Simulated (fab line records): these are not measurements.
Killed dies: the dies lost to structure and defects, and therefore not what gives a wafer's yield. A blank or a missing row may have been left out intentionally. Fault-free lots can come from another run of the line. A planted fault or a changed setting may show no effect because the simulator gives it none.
What tool caused it? :: flow sky130 :: 14 lots, 42 wafers sampled, at 1 step of a route of 708

## WHAT THE GAUGES READ, wafer by wafer
Not one reading of a measure or inspect step in the record can be checked against a usual standard deviation.

## EACH LOT AND THE TOOL THAT RAN IT (in order: tool; ch and the chambers of the sampled wafers; start)
lot: L817
SKY_PASSIVATION_DEVELOP_10: litho_track-04 ch 0, day 44 22:00

lot: L822
SKY_PASSIVATION_DEVELOP_10: litho_track-02 ch 0, day 46 11:00

lot: L823
SKY_PASSIVATION_DEVELOP_10: litho_track-02 ch 0, day 46 14:00

lot: L825
SKY_PASSIVATION_DEVELOP_10: litho_track-02 ch 0, day 47 02:00

lot: L826
SKY_PASSIVATION_DEVELOP_10: litho_track-04, day 47 09:00

lot: L827
SKY_PASSIVATION_DEVELOP_10: litho_track-01, day 47 19:00

lot: L828
SKY_PASSIVATION_DEVELOP_10: litho_track-01 ch 0, day 48 01:00

lot: L830
SKY_PASSIVATION_DEVELOP_10: litho_track-01 ch 0, day 48 07:00

lot: L833
SKY_PASSIVATION_DEVELOP_10: litho_track-02 ch 0, day 48 21:00

lot: L834
SKY_PASSIVATION_DEVELOP_10: litho_track-01 ch 0, day 48 22:00

lot: L836
SKY_PASSIVATION_DEVELOP_10: litho_track-04 ch 0, day 49 15:00

lot: L837
SKY_PASSIVATION_DEVELOP_10: litho_track-04 ch 0, day 50 00:00

lot: L838
SKY_PASSIVATION_DEVELOP_10: litho_track-04 ch 0, day 50 05:00

lot: L839
SKY_PASSIVATION_DEVELOP_10: litho_track-04 ch 0, day 50 12:00
- SKY_PASSIVATION_DEVELOP_10: develop time 60 s.

## WHAT THE TOOLS THEMSELVES READ (means of the sampled wafers that have a number; where no wafer has one, the mark that the record gives instead)
SKY_PASSIVATION_DEVELOP_10. Usual: chill_plate_temp_C at 22.97 C, with a standard deviation of 0.099.
lot: L817
tool: litho_track-04
chill_plate_temp_C (C): 22.97
flag: 

lot: L822
tool: litho_track-02
chill_plate_temp_C (C): 23.06
flag: 

lot: L823
tool: litho_track-02
chill_plate_temp_C (C): 22.90
flag: 

lot: L825
tool: litho_track-02
chill_plate_temp_C (C): 23.01
flag: 

lot: L826
tool: litho_track-04
chill_plate_temp_C (C): -
flag: OFF

lot: L827
tool: litho_track-01
chill_plate_temp_C (C): -
flag: OFF

lot: L828
tool: litho_track-01
chill_plate_temp_C (C): 23.07
flag: 

lot: L830
tool: litho_track-01
chill_plate_temp_C (C): 22.97
flag: 

lot: L833
tool: litho_track-02
chill_plate_temp_C (C): 23.06
flag: 

lot: L834
tool: litho_track-01
chill_plate_temp_C (C): 22.90
flag: 

lot: L836
tool: litho_track-04
chill_plate_temp_C (C): 23.05
flag: 

lot: L837
tool: litho_track-04
chill_plate_temp_C (C): 22.97
flag: 

lot: L838
tool: litho_track-04
chill_plate_temp_C (C): 23.00
flag: 

lot: L839
tool: litho_track-04
chill_plate_temp_C (C): 23.08
flag: 

## THE ANSWER, worked out from the rows above alone
Rule: take the mean of a lot's wafers that have a number; if it is more than 3 standard deviations from the usual mean, the lot is off. A lot without any number at a reading at which 4 lots or more have one is off too. All remaining lots with rows at the step are treated as sound. The gauges are gone through in route order, then the tools' own readings, and for those a lot's mean is taken as printed above. The first step at which some lot is off is used, and at that step the reading that is off furthest; a lot without a number counts as furthest.
Off, at SKY_PASSIVATION_DEVELOP_10 on chill_plate_temp_C: L826, L827. Without a number there: L826, L827.
A tool fits if, at that step or a process step before it, it ran every lot that is off, and no sound lot after the first of them. Not one of the candidates tried fits.

## WHAT THE SIMULATOR PUT IN
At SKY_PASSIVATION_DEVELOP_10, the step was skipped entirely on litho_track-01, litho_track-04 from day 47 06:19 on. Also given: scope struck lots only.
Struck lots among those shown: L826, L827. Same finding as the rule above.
